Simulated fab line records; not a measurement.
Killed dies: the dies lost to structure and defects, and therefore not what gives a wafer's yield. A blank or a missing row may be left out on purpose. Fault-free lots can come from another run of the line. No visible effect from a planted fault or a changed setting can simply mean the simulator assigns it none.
Matching of chambers -- flow gf180mcu -- GF_V4_CMP_04 on cmp-01 has 4 sister chambers
The step polishes SiO2. 27 wafers are shown with their chamber, then 12 later ones without.

## EACH WAFER AND ITS CHAMBER
wafer,chamber,motor current A (A),time to endpoint s (s),head pressure psi (psi)
L074.1,1,11.3,85,4.017
L074.3,3,12.9,81,4.007
L074.5,2,13.5,89,3.998
L075.1,0,11.7,88,4.014
L075.2,2,13.8,89,4.000
L075.3,3,13.1,82,4.009
L079.2,1,11.0,71,3.983
L079.3,3,12.5,74,4.009
L079.5,2,13.2,80,4.003
L081.1,2,13.2,80,3.997
L081.2,3,13.0,72,3.996
L081.4,1,11.1,73,3.999
L083.1,0,11.5,69,3.993
L083.2,2,14.3,74,4.009
L083.5,1,11.6,71,4.006
L087.2,2,13.4,78,4.001
L087.3,1,11.3,71,4.004
L087.4,3,12.4,85,4.006
L088.1,2,13.5,73,4.007
L088.4,3,12.9,74,4.008
L088.5,2,13.5,80,4.007
L089.1,3,13.3,72,3.993
L089.4,0,11.7,83,3.998
L089.5,0,12.1,80,4.016
L092.3,3,12.1,67,4.008
L092.4,2,14.3,75,3.992
L092.5,3,13.1,76,3.995

SIGNATURES (means of the wafers above)
reading,chamber 0,chamber 1,chamber 2,chamber 3,scatter within a chamber
motor current A,11.750,11.260,13.633,12.811,0.363
time to endpoint s,80.00,74.20,79.78,75.89,6.19
head pressure psi,4.00525,4.00180,4.00156,4.00344,0.00837
Rule: for each reading, subtract the chamber's mean from the wafer's reading, divide by that reading's scatter and square the result; add these up over the readings and take the root, which gives the wafer's distance from the chamber. The wafer belongs to the nearest chamber; if the next one is less than 2 further off, it can't be placed. How the scatter is found: for the shown wafers, subtract from each reading the mean of its chamber, square and add these, divide the total by (wafers less chambers), then take the root.

## WAFERS WITHOUT THEIR CHAMBER
wafer,motor current A (A),time to endpoint s (s),head pressure psi (psi)
L093.2,11.0,74,4.008
L093.4,11.6,82,4.012
L093.6,11.2,71,3.985
L094.1,12.9,68,4.000
L094.3,12.1,77,4.017
L094.4,13.7,77,4.001
L096.2,11.1,68,4.000
L096.3,13.1,73,3.997
L096.5,14.1,80,4.007
L095.1,11.1,74,3.994
L095.5,11.2,88,4.002
L095.6,11.8,80,4.004

## EACH ONE'S CHAMBER
wafer,from the rows above,in truth
L093.2,can't be placed: 1 or 0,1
L093.4,can't be placed: 0 or 1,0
L093.6,can't be placed: 1 or 0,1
L094.1,can't be placed: 3 or 2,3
L094.3,can't be placed: 0 or 3 or 1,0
L094.4,can't be placed: 2 or 3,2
L096.2,can't be placed: 1 or 0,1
L096.3,can't be placed: 3 or 2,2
L096.5,2,2
L095.1,can't be placed: 1 or 0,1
L095.5,can't be placed: 0 or 1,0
L095.6,can't be placed: 0 or 1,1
Placed correctly: 1 of 12. From these rows, 11 cannot be placed; in 11 the true chamber is one of the candidates. Number placed wrongly: 0.
